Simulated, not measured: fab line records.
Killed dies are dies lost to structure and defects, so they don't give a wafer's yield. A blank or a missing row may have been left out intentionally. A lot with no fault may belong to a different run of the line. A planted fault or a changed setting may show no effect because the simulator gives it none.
Problem report, 8D (eight disciplines) form, completed by code | flow sky130 | the parts of the form that need people (team, actions taken, sign-off) are left out

## 1. THE ISSUE
Mean LOCAL_INTERCONNECT_TIN_RS at SKY_LOCAL_INTERCONNECT_RS_MEAS_01: 12.65 ohm/sq over 6 wafers in 2 lots; fault-free wafers: 14.22 ohm/sq, standard deviation 0.17. Measured from the usual mean, that is -9.2 standard deviations.
The step: measures by four-point-probe.
First observed at day 34 15:28: wafer L811.2, on film metro-01. The record holds 42 wafers of 14 lots with a number at this step. Rule for "out" (also "out of limits"): further than 4 standard deviations from the usual mean. Any other wafer with a number is counted as sound.

## 2. WHAT THIS IS AND IS NOT
question                    | is                           | is not
which readings at this step | LOCAL_INTERCONNECT_TIN_RS    | -
which lots                  | L811, L812                   | L795, L796, L799, L800, L801, L802, L804, L806, L813, L815, L817, L818
which wafers of those lots  | all that have a number       | -
read on which gauges        | film metro-01, film metro-02 | film metro-04
when                        | from day 34 15:28            | up to then (24 sound wafers); but 12 sound wafers of L813, L815, L817, L818 came after

## 3. WHAT RULES OUT EACH SUSPECT
Counting: any tool at a process step up to the reading is kept as a suspect provided that every lot that is out went through it and no sound lot did after the first of them.
- the gauge at SKY_LOCAL_INTERCONNECT_RS_MEAS_01 is ruled out. Those wafers that are out were read across 2 gauges (film metro-01, film metro-02).
- plasma asher-04 at SKY_LDD_LDN_STRIP_12 (strips in O2/N2): ruled out as a lasting fault. The sound lots L818 went through it after L811, its earliest lot that is out (day 28 14:56).
- pvd sputter-01 at SKY_LOCAL_INTERCONNECT_SPUTTER_00 (material TiN, target thk 100 nm, time 83.3 s): kept. It ran every lot that is out, first L811 (day 34 15:23), and no sound lot after that; its last sound lot up to then is L799 (day 30 19:12). Its own readings are out on those wafers: cathode dc power W.
Left after counting: pvd sputter-01 at SKY_LOCAL_INTERCONNECT_SPUTTER_00.

## 4. THE CAUSE (what the simulator had put in)
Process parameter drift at SKY_LOCAL_INTERCONNECT_SPUTTER_00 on pvd sputter-01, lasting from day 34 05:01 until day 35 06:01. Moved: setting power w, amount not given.
After counting, this tool was the only one left.

## 5. THE CHAIN OF EFFECTS, in route order
Each row: a reading whose mean over the struck wafers that have a number lies more than 3 standard deviations from the usual. Only readings whose record carries a usual standard deviation are examined. hours: median over the lots of the time between each lot's start at the first step of this table that gives one and its start at this step. sigmas: the change, counted in usual standard deviations.
hours | step                                 | reading                    | usual        | on struck wafers | change | sigmas
0     | SKY_LOCAL_INTERCONNECT_SPUTTER_00    | cathode dc power W         | 6500.1 W     | 7211.1           | +711.0 | +99 or more
0     | SKY_LOCAL_INTERCONNECT_RS_MEAS_01    | LOCAL_INTERCONNECT_TIN_RS  | 14.22 ohm/sq | 12.65            | -1.57  | -9.2
0     | SKY_LOCAL_INTERCONNECT_THK_MEAS_02   | LOCAL_INTERCONNECT_TIN_THK | 99.8 nm      | 110.7            | +10.9  | +7.8
27    | SKY_LOCAL_INTERCONNECT_METAL_ETCH_14 | oes product au             | 0.939 a.u.   | 0.993            | +0.054 | +6.5
27    | SKY_LOCAL_INTERCONNECT_METAL_ETCH_14 | throttle valve pct         | 21.903 %     | 21.867           | -0.036 | -3.6
Its process steps:
- SKY_LOCAL_INTERCONNECT_SPUTTER_00: material TiN, target thk 100 nm, time 83.3 s.
- SKY_LOCAL_INTERCONNECT_METAL_ETCH_14: etches TiN in Cl2/BCl3, stops on PSG, target depth 110 nm, time 31.4 s.

## 6. WHAT WOULD HAVE CAUGHT IT SOONER
In this record the first reading out of limits at a measuring or inspecting step was taken at day 34 15:28, 10 hours after the fault began at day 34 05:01.
At SKY_LOCAL_INTERCONNECT_SPUTTER_00, the tool's own readings (cathode dc power W) were out on each struck wafer the step has a row for, so an alarm limit on them would have fired on the first such wafer.
L812, from the lots that are out (2), started SKY_LOCAL_INTERCONNECT_SPUTTER_00 on pvd sputter-01 later than day 34 15:28. Putting the tool on hold at that point would have spared it.
